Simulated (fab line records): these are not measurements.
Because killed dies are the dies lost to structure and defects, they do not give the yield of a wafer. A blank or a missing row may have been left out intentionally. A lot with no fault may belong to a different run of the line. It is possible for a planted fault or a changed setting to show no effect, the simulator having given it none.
One fault through the eyes of 2 desks / flow sky130 / what lay behind the numbers comes last; until then each desk has only its own

## FOR THE TOOL OWNER'S DESK: rie diel-01
The tool's own readings at SKY_POLY_GATE_ETCH_16 (etches Si3N4 in CH3F/O2, stops on poly-Si, time 147.5 s, target depth 75 nm): means of the sampled wafers that have a number, for each lot that ran on this tool. Any lot whose mean is over 4 standard deviations away from the usual mean is out of limits and marked OUT; that distance is given in the brackets.
Columns: A = bias w at SKY_POLY_GATE_ETCH_16, usual 79.99 W; B = drypump motor current A at SKY_POLY_GATE_ETCH_16, usual 5.7 A; C = oes product au at SKY_POLY_GATE_ETCH_16, usual 0.642 a.u.; D = rf fwd power W at SKY_POLY_GATE_ETCH_16, usual 398.2 W; E = throttle valve pct at SKY_POLY_GATE_ETCH_16, usual 10.535 %
lot=L852; first seen here=day 16 16:41; A=79.98; B=5.6; C=0.639; D=397.8; E=10.541
lot=L869; first seen here=day 22 18:49; A=79.85; B=5.5; C=0.642; D=398.5; E=10.538
lot=L870; first seen here=day 23 01:07; A=79.82; B=5.4; C=0.647; D=398.4; E=10.534
lot=L871; first seen here=day 23 23:39; A=79.78; B=5.5; C=0.638; D=397.7; E=10.540
lot=L873; first seen here=day 24 03:13; A=80.10; B=5.6; C=0.644; D=397.0; E=10.528
Result from this desk: across the 5 lots, nothing is out of limits.

## METROLOGY DESK
Means of the sampled wafers that have a number, per lot and without regard to the tool the lot ran on: this is what the gauges read. Any lot whose mean is over 4 standard deviations away from the usual mean is out of limits and marked OUT; that distance is given in the brackets.
Columns: A = GATE_OXIDE_OXIDATION_00_THK at SKY_GATE_OXIDE_THK_MEAS_02, usual 10.79 nm; B = cd nm at SKY_POLY_GATE_CD_MEAS_13, usual 150.4 nm
lot=L852; first seen here=day 12 22:34; A=10.71; B=150.1
lot=L854; first seen here=day 13 09:57; A=10.93; B=149.5
lot=L855; first seen here=day 13 20:26; A=11.01; B=150.3
lot=L860; first seen here=day 15 06:20; A=10.69; B=150.2
lot=L869; first seen here=day 18 16:52; A=11.00; B=152.2
lot=L870; first seen here=day 18 23:26; A=10.52; B=146.6
lot=L871; first seen here=day 19 23:08; A=10.83; B=149.2
lot=L872; first seen here=day 19 23:09; A=10.81; B=148.6
lot=L873; first seen here=day 20 00:28; A=10.97; B=151.7
lot=L874; first seen here=day 20 05:06; A=10.79; B=152.8
lot=L875; first seen here=day 21 00:56; A=10.50; B=150.7
Result from this desk: across the 11 lots, nothing is out of limits.

## ALL TOGETHER
The tool owner's desk saw nothing out of limits.
At the metrology desk, nothing out of limits was observed.

## WHAT THE SIMULATOR HAD INSERTED
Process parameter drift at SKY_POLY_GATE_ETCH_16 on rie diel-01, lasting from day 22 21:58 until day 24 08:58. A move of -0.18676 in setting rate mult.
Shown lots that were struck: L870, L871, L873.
